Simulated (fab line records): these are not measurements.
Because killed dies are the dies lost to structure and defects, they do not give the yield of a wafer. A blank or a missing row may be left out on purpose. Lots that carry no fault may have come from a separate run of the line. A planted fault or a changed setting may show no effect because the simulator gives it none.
Struck lot and sound lot, side by side | flow sky130 | 33 out of 708 route steps
Sound: the wafers L839.1, L839.2, L839.5. Struck: wafer L847.4. (L847.3, L847.5 of the same lot were not struck and are left out.) The cause comes at the end.
Order at every step that has rows: each side's tool, ch and its chambers, its first start. Under that, the readings that differ: sound wafers | struck wafers | difference of the means | sigmas: that difference in standard deviations of wafers without a fault.
alike: a reading whose means differ by less than 2 such deviations, as well as words and numbers matching on both sides. not compared: withheld readings; readings where some wafer has no value; bounds like >300 that might hide an equal value; numbers whose values overlap and for which the record gives no deviation.
A row with sigmas, a row that says differs or no value, or rows on one side alone: a step with any of these is where the two part. Numbers that have no deviation but don't overlap get no sigmas and don't part them. A reading that every wafer of one side lacks parts them only if that side has two wafers or more.

first, 4 steps without rows for these wafers: SKY_LOCAL_INTERCONNECT_SOFTBAKE_07 (time 90 s); SKY_LOCAL_INTERCONNECT_EXPOSE_08 (exposes mask LI1M, target cd 170 nm); SKY_LOCAL_INTERCONNECT_PEB_09; SKY_LOCAL_INTERCONNECT_DEVELOP_10 (develop time 60 s).
SKY_LOCAL_INTERCONNECT_CD_MEAS_11 targets a cd of 170 nm.
  struck on cd_sem-02, day 34 12:30; sound on cd_sem-02, day 31 00:58
  alike: cd_nm
SKY_LOCAL_INTERCONNECT_OVL_MEAS_12:
  struck on overlay-01, day 34 12:35; sound on overlay-01, day 31 01:05
  alike: LOCAL_INTERCONNECT_OVL
then, 1 step without rows for these wafers: SKY_LOCAL_INTERCONNECT_ETCH_13 (etches BARC in N2/H2, stops on SiO2, time 45.9 s, target depth 60 nm).
SKY_LOCAL_INTERCONNECT_METAL_ETCH_14: etches TiN in Cl2/BCl3, stops on PSG, target depth 110 nm, time 31.4 s.
  sound on rie_metal-02 ch 0,1, day 31 01:11; struck on rie_metal-04 ch 0, day 34 12:47
  alike: drypump_motor_current_A, oes_product_au, throttle_valve_pct
  not compared: rf_hours_counter_h
SKY_LOCAL_INTERCONNECT_STRIP_15: strips in O2/N2.
  sound on plasma_asher-04 ch 0,1, day 31 01:14; struck on plasma_asher-04 ch 1, day 34 12:53
  alike: drypump_motor_current_A, oes_product_au, strip_time_to_endpoint_s
  not compared: rf_hours_counter_h
then, 3 steps without rows for these wafers: SKY_LOCAL_INTERCONNECT_STRIP_16 (strips in post etch residue remover, time 1200 s); SKY_LOCAL_INTERCONNECT_CLEAN_17 (cleans in IPA, time 180 s); SKY_LOCAL_INTERCONNECT_CLEAN_18 (cleans in O3/DIW).
SKY_CONTACT_CVD_00: deposits Si3N4, target thk 75 nm.
  sound on pecvd-04 ch 0,1,2, day 31 01:49; struck on pecvd-04 ch 0, day 34 13:28
  reading                                   | sound             | struck | difference | sigmas
  model.Si3N4_of_CONTACT_CVD_00.thk_nm (nm) | 75.41 75.14 77.19 | 67.7   | -8.2       |
  alike: heater_power_w
SKY_CONTACT_THK_MEAS_01:
  struck on film_metro-02, day 34 13:31; sound on film_metro-02, day 31 01:51
  reading                 | sound          | struck | difference | sigmas
  CONTACT_CVD_00_THK (nm) | 75.4 75.1 77.2 | 67.7   | -8.2       | -8
then, 1 step without rows for these wafers: SKY_CONTACT_HDPCVD_02 (deposits SiO2, target thk 565 nm, time 94.2 s).
SKY_CONTACT_THK_MEAS_03:
  struck on film_metro-03, day 34 13:38; sound on film_metro-04, day 31 01:59
  alike: CONTACT_HDPCVD_THK
SKY_CONTACT_CMP_04: polishes SiO2.
  sound on cmp-02 ch 0,3, day 31 02:16; struck on cmp-02 ch 2, day 34 13:41
  alike: motor_current_A, retaining_ring_pressure_frac
SKY_CONTACT_BOW_MEAS_05:
  struck on film_metro-03, day 34 14:01; sound on film_metro-02, day 31 02:34
  alike: CONTACT_BOW
then, 8 steps without rows for these wafers: SKY_CONTACT_DEHYDRATE_06 (time 60 s); SKY_CONTACT_HMDS_07 (prime time 60 s); SKY_CONTACT_COAT_08 (resist thk 60 nm); SKY_CONTACT_COAT_09 (resist thk 450 nm); SKY_CONTACT_SOFTBAKE_10 (time 90 s); SKY_CONTACT_EXPOSE_11 (exposes mask CTM1, target cd 170 nm); SKY_CONTACT_PEB_12; SKY_CONTACT_DEVELOP_13 (develop time 60 s).
SKY_CONTACT_CD_MEAS_14 targets a cd of 170 nm.
  struck on cd_sem-02, day 35 16:42; sound on cd_sem-01, day 32 06:25
  alike: cd_nm
SKY_CONTACT_OVL_MEAS_15:
  struck on overlay-02, day 35 16:47; sound on overlay-02, day 32 06:32
  alike: CONTACT_OVL
SKY_CONTACT_ETCH_16: etches BARC in N2/H2, stops on SiO2, time 45.9 s, target depth 60 nm.
  sound on rie_diel-04 ch 1,2,3, day 32 06:34; struck on rie_diel-02 ch 0, day 35 16:49
  reading               | sound             | struck | difference | sigmas
  oes_product_au (a.u.) | 0.853 0.850 0.852 | 0.861  | +0.009     | +2
  alike: drypump_motor_current_A, h2_flow_sccm, throttle_valve_pct
  not compared: rf_hours_counter_h
then, 1 step without rows for these wafers: SKY_CONTACT_ETCH_17 (etches SiO2 in C4F8/O2/Ar, stops on Si3N4, target depth 340 nm).
SKY_CONTACT_ETCH_18: etches Si3N4 in CHF3/O2, stops on TiN, time 39 s, target depth 75 nm.
  sound on rie_diel-04 ch 1,2,3; struck on rie_diel-02 ch 0
  reading                  | sound             | struck | difference | sigmas
  oes_product_au (a.u.)    | 0.852 0.844 0.869 | 0.805  | -0.050     | -6
  model.etch.depth_nm (nm) | 75.41 75.14 77.19 | 67.7   | -8.2       |
  alike: drypump_motor_current_A, throttle_valve_pct
  not compared: rf_hours_counter_h
SKY_CONTACT_STRIP_19: strips in O2/N2.
  sound on plasma_asher-04 ch 0,1, day 32 06:42; struck on plasma_asher-01 ch 0, day 35 16:59
  alike: drypump_motor_current_A, oes_product_au, strip_time_to_endpoint_s
  not compared: rf_hours_counter_h
-- the record jumps here: 13 days lie between the struck wafers' starts before and after (it left off in module CONTACT and takes up again in module PAD_OPEN, whose first step shown is number 708 of the route) --
SKY_PAD_OPEN_PROBE_99:
  the record has rows for the struck wafers here (prober-01, day 48 19:13) and none for the sound ones

## WHERE THEY PART
First at SKY_CONTACT_THK_MEAS_01; last, within this record, at SKY_PAD_OPEN_PROBE_99.

WHY: what the simulator had put in
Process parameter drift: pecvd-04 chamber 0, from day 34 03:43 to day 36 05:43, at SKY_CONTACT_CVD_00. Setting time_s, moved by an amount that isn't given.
